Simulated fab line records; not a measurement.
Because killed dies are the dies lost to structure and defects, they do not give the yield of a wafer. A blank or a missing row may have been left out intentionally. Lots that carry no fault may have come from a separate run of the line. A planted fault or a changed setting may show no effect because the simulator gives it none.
Chamber matching -- flow sfqLine -- SFQ_TRILAYER_I2_CMP_CMP_064 on cmp-02 has 4 sister chambers
The step polishes SiO2. 8 wafers are shown with their chamber, then 7 later ones without.

## WAFERS PAIRED WITH THEIR CHAMBERS
wafer,chamber,motorCurrentA (A),timeToEndpointS (s)
L373.1,3,10.9,220
L384.2,0,11.2,208
L384.6,3,10.9,217
L386.4,2,11.0,229
L386.3,0,11.1,217
L386.5,1,11.3,233
L389.2,2,9.7,210
L389.4,1,11.3,226

## WAFERS WITHOUT THEIR CHAMBER
wafer,motorCurrentA (A),timeToEndpointS (s)
L389.5,10.1,217
L391.3,10.8,219
L391.5,11.1,223
L391.6,10.9,224
L393.1,10.7,218
L393.3,10.9,219
L393.5,10.4,215

## CHAMBER TAKEN BY EACH
wafer,from the rows above,in truth
L389.5,can't be placed: 2 or 3 or 0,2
L391.3,can't be placed: 3 or 2 or 0 or 1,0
L391.5,can't be placed: 3 or 1 or 0 or 2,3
L391.6,can't be placed: 3 or 1 or 2 or 0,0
L393.1,can't be placed: 3 or 2 or 0 or 1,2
L393.3,can't be placed: 3 or 0 or 2 or 1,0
L393.5,can't be placed: 2 or 3 or 0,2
0 of 7 placed correctly. Cannot be placed on the basis of these rows: 7; the candidates contain the true chamber in 7. Wrongly placed: 0.
How it was worked out, from the rows above alone: a wafer's distance from a chamber is the root of the sum, over the readings, of the square of ((its reading less the chamber's mean) divided by the reading's scatter). If the next closest chamber is less than 2 further off than the closest, the wafer can't be placed; otherwise it belongs to the closest. The mean given for a chamber averages the wafers shown for that chamber. How the scatter is found: for the shown wafers, subtract from each reading the mean of its chamber, square and add these, divide the total by (wafers less chambers), then take the root.
